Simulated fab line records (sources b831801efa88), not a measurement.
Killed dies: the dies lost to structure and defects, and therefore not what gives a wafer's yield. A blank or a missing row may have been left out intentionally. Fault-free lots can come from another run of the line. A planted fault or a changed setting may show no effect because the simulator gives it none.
Which tool was responsible? | flow sky130 | Sampling: 14 lots, 42 wafers, 2 of 708 route steps

== WHAT EACH GAUGE READ, for each wafer ==
SKY_FIELD_ISO_THK_MEAS_23. Usual: FIELD_ISO_OXIDATION_01_THK gives 10.00 nm (standard deviation 0.23).
lot  | measured    | on            | FIELD_ISO_OXIDATION_01_THK (nm) | flag
L519 | day 2 06:48 | film_metro-01 | 9.58 9.68 9.79                  |
L521 | day 2 19:54 | film_metro-02 | 9.92 10.03 9.98                 |
L522 | day 3 00:58 | film_metro-01 | 9.71 9.71 9.58                  |
L523 | day 3 09:10 | film_metro-04 | 9.87 9.63 9.66                  |
L525 | day 3 14:21 | film_metro-04 | 10.01 9.87 10.05                |
L527 | day 4 02:52 | film_metro-04 | 9.87 9.84 9.65                  |
L528 | day 4 06:32 | film_metro-02 | 9.97 9.91 10.06                 |
L529 | day 4 10:50 | film_metro-01 | 9.89 9.94 10.15                 |
L531 | day 4 22:13 | film_metro-02 | 10.06 9.93 10.03                |
L532 | day 5 05:20 | film_metro-01 | 10.49 10.29 10.40               |
L533 | day 5 10:52 | film_metro-02 | 10.15 10.20 10.13               |
L534 | day 5 14:38 | film_metro-01 | 9.88 9.92 9.90                  |
L538 | day 6 11:17 | film_metro-01 | 9.96 10.14 9.98                 |
L542 | day 7 10:05 | film_metro-04 | 10.27 10.28 10.14               |

== WHAT TOOL EACH LOT RAN ON (gives the tool, then ch and the chambers of the sampled wafers, and finally the start) ==
lot  | SKY_FIELD_ISO_ETCH_14
L519 | rie_diel-02 ch 2,3, day 2 05:04
L521 | rie_diel-02 ch 0,2,3, day 2 18:10
L522 | rie_diel-01 ch 0,2,3, day 2 23:02
L523 | rie_diel-01 ch 0,1,2, day 3 06:08
L525 | rie_diel-01 ch 2,3, day 3 11:51
L527 | rie_diel-01 ch 2,3, day 3 23:06
L528 | rie_diel-02 ch 2,3, day 4 04:49
L529 | rie_diel-03 ch 0,1, day 4 08:01
L531 | rie_diel-03 ch 0,2,3, day 4 20:01
L532 | rie_diel-01 ch 0,2,3, day 5 01:29
L533 | rie_diel-03 ch 1,2,3, day 5 06:26
L534 | rie_diel-01 ch 0,1, day 5 11:04
L538 | rie_diel-02 ch 2,3, day 6 08:56
L542 | rie_diel-02 ch 0,1,3, day 7 07:20
- SKY_FIELD_ISO_ETCH_14: etches BARC in N2/H2, stops on SiO2, time 45.9 s, target depth 60 nm.

== AS READ BY THE TOOLS THEMSELVES (means over the sampled wafers that have a number; for cases with no such wafer, the mark the record gives instead) ==
SKY_FIELD_ISO_ETCH_14. Usual: drypump_motor_current_A 5.6 A, standard deviation 0.48; h2_flow_sccm 200.0 sccm, standard deviation 0.6; oes_product_au 0.855 a.u., standard deviation 0.0048; rf_fwd_power_W 494.8 W, standard deviation 2; throttle_valve_pct 13.226 %, standard deviation 0.0091.
lot  | tool        | drypump_motor_current_A (A) | h2_flow_sccm (sccm) | oes_product_au (a.u.) | rf_fwd_power_W (W) | throttle_valve_pct (%) | flag
L519 | rie_diel-02 | 5.5                         | 200.0               | 0.850                 | 496.4              | 13.226                 |
L521 | rie_diel-02 | 5.4                         | 200.2               | 0.858                 | 494.8              | 13.222                 |
L522 | rie_diel-01 | 5.5                         | 200.1               | 0.848                 | 496.5              | 13.213                 |
L523 | rie_diel-01 | 5.6                         | 199.7               | 0.851                 | 494.3              | 13.214                 |
L525 | rie_diel-01 | 5.7                         | 199.3               | 0.853                 | 496.0              | 13.221                 |
L527 | rie_diel-01 | 5.4                         | 199.6               | 0.859                 | 493.9              | 13.219                 |
L528 | rie_diel-02 | 5.5                         | 199.8               | 0.855                 | 495.3              | 13.227                 |
L529 | rie_diel-03 | 5.4                         | 200.6               | 0.855                 | 495.2              | 13.225                 |
L531 | rie_diel-03 | 5.8                         | 200.3               | 0.857                 | 494.5              | 13.231                 |
L532 | rie_diel-01 | 5.5                         | 200.5               | 0.853                 | 495.0              | 13.227                 |
L533 | rie_diel-03 | 6.1                         | 199.8               | 0.854                 | 494.4              | 13.239                 |
L534 | rie_diel-01 | 5.4                         | 200.3               | 0.859                 | 496.3              | 13.228                 |
L538 | rie_diel-02 | 5.8                         | 200.0               | 0.856                 | 495.1              | 13.222                 |
L542 | rie_diel-02 | 5.7                         | 199.8               | 0.854                 | 493.7              | 13.224                 |

== THE ANSWER, worked out from the rows above alone ==
Rule: lot off if the mean of its wafers having a number is beyond 3 standard deviations from the usual mean. A lot without any number at a reading at which 4 lots or more have one is off too. Where the step has rows for the other lots, those lots are counted as sound. First the gauges in route order, then the tools' own readings, where a lot's mean is used as printed above. The first step at which some lot is off is used, and at that step the reading that is off furthest; a lot without a number counts as furthest.
None of the lots is off at any reading shown; this tells nothing.

== WHAT THE SIMULATOR PUT IN ==
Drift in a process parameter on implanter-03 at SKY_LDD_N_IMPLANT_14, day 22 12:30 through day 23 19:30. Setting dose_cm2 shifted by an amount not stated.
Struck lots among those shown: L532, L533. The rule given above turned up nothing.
